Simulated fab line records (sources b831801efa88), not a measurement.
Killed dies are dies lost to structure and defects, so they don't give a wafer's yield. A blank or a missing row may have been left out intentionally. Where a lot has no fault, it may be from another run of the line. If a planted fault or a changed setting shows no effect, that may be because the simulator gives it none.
Chamber matching :: flow gf180mcu :: GF_PASSIVATION_ETCH_11 on rieDiel-01 has 4 sister chambers
The step etches the open film in CF4/O2, stops on TiN, target depth 2040 nm, time 453.3 s. 18 wafers are shown with their chamber, then 9 later ones without.

== WAFERS PAIRED WITH THEIR CHAMBERS ==
wafer: L074.2
chamber: 3
drypumpMotorCurrentA (A): 5.8
throttleValvePct (%): 5.958
biasW (W): 150.0

wafer: L074.5
chamber: 0
drypumpMotorCurrentA (A): 6.3
throttleValvePct (%): 5.967
biasW (W): 150.6

wafer: L074.6
chamber: 2
drypumpMotorCurrentA (A): 5.3
throttleValvePct (%): 5.981
biasW (W): 150.0

wafer: L077.2
chamber: 2
drypumpMotorCurrentA (A): 5.3
throttleValvePct (%): 5.960
biasW (W): 150.0

wafer: L077.5
chamber: 3
drypumpMotorCurrentA (A): 5.8
throttleValvePct (%): 5.966
biasW (W): 149.1

wafer: L077.6
chamber: 0
drypumpMotorCurrentA (A): 6.2
throttleValvePct (%): 5.970
biasW (W): 149.8

wafer: L079.2
chamber: 3
drypumpMotorCurrentA (A): 5.8
throttleValvePct (%): 5.964
biasW (W): 148.7

wafer: L079.3
chamber: 2
drypumpMotorCurrentA (A): 5.3
throttleValvePct (%): 5.968
biasW (W): 149.3

wafer: L079.4
chamber: 1
drypumpMotorCurrentA (A): 5.7
throttleValvePct (%): 5.970
biasW (W): 150.2

wafer: L083.1
chamber: 1
drypumpMotorCurrentA (A): 5.7
throttleValvePct (%): 5.989
biasW (W): 149.9

wafer: L083.2
chamber: 3
drypumpMotorCurrentA (A): 5.8
throttleValvePct (%): 5.960
biasW (W): 150.0

wafer: L083.6
chamber: 0
drypumpMotorCurrentA (A): 6.2
throttleValvePct (%): 5.958
biasW (W): 150.2

wafer: L088.1
chamber: 2
drypumpMotorCurrentA (A): 5.3
throttleValvePct (%): 5.972
biasW (W): 150.2

wafer: L088.3
chamber: 1
drypumpMotorCurrentA (A): 5.7
throttleValvePct (%): 5.978
biasW (W): 149.8

wafer: L088.5
chamber: 1
drypumpMotorCurrentA (A): 5.7
throttleValvePct (%): 5.976
biasW (W): 149.9

wafer: L090.1
chamber: 3
drypumpMotorCurrentA (A): 5.8
throttleValvePct (%): 5.961
biasW (W): 150.0

wafer: L090.4
chamber: 2
drypumpMotorCurrentA (A): 5.3
throttleValvePct (%): 5.961
biasW (W): 149.7

wafer: L090.6
chamber: 1
drypumpMotorCurrentA (A): 5.7
throttleValvePct (%): 5.961
biasW (W): 150.0

SIGNATURES (means of the wafers above)
reading: drypumpMotorCurrentA
chamber 0: 6.233
chamber 1: 5.700
chamber 2: 5.300
chamber 3: 5.800
scatter within a chamber: 0.0218

reading: throttleValvePct
chamber 0: 5.96500
chamber 1: 5.97480
chamber 2: 5.96840
chamber 3: 5.96180
scatter within a chamber: 0.00776

reading: biasW
chamber 0: 150.200
chamber 1: 149.960
chamber 2: 149.840
chamber 3: 149.560
scatter within a chamber: 0.417
Rule: for a wafer and a chamber, the distance is found by dividing, reading by reading, the gap between the wafer's reading and the chamber's mean by the reading's scatter, squaring, summing and taking the root. The wafer belongs to the nearest chamber; if the next one is less than 2 further off, it can't be placed. The scatter is the square root of a quotient: the sum, over the shown wafers, of each reading's squared deviation from its chamber's mean, divided by wafers minus chambers.

== WAFERS WITH NO CHAMBER GIVEN ==
wafer: L093.1
drypumpMotorCurrentA (A): 6.2
throttleValvePct (%): 5.973
biasW (W): 150.1

wafer: L093.2
drypumpMotorCurrentA (A): 5.8
throttleValvePct (%): 5.978
biasW (W): 150.6

wafer: L093.6
drypumpMotorCurrentA (A): 5.8
throttleValvePct (%): 5.949
biasW (W): 149.5

wafer: L094.2
drypumpMotorCurrentA (A): 6.2
throttleValvePct (%): 5.974
biasW (W): 149.7

wafer: L094.4
drypumpMotorCurrentA (A): 5.3
throttleValvePct (%): 5.966
biasW (W): 150.2

wafer: L094.5
drypumpMotorCurrentA (A): 6.2
throttleValvePct (%): 5.968
biasW (W): 149.8

wafer: L095.4
drypumpMotorCurrentA (A): 5.7
throttleValvePct (%): 5.961
biasW (W): 149.8

wafer: L095.5
drypumpMotorCurrentA (A): 5.2
throttleValvePct (%): 5.967
biasW (W): 149.7

wafer: L095.6
drypumpMotorCurrentA (A): 6.2
throttleValvePct (%): 5.974
biasW (W): 150.7

== WHICH CHAMBER EACH ONE RAN IN ==
wafer: L093.1
from the rows above: 0
in truth: 0

wafer: L093.2
from the rows above: can't be placed: 3 or 1
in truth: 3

wafer: L093.6
from the rows above: 3
in truth: 3

wafer: L094.2
from the rows above: 0
in truth: 0

wafer: L094.4
from the rows above: 2
in truth: 2

wafer: L094.5
from the rows above: 0
in truth: 0

wafer: L095.4
from the rows above: 1
in truth: 1

wafer: L095.5
from the rows above: 2
in truth: 2

wafer: L095.6
from the rows above: 0
in truth: 0
Placed correctly: 8 of 9. Can't be placed from these rows: 1 (the true chamber is among the candidates in 1). Placed wrongly: 0.
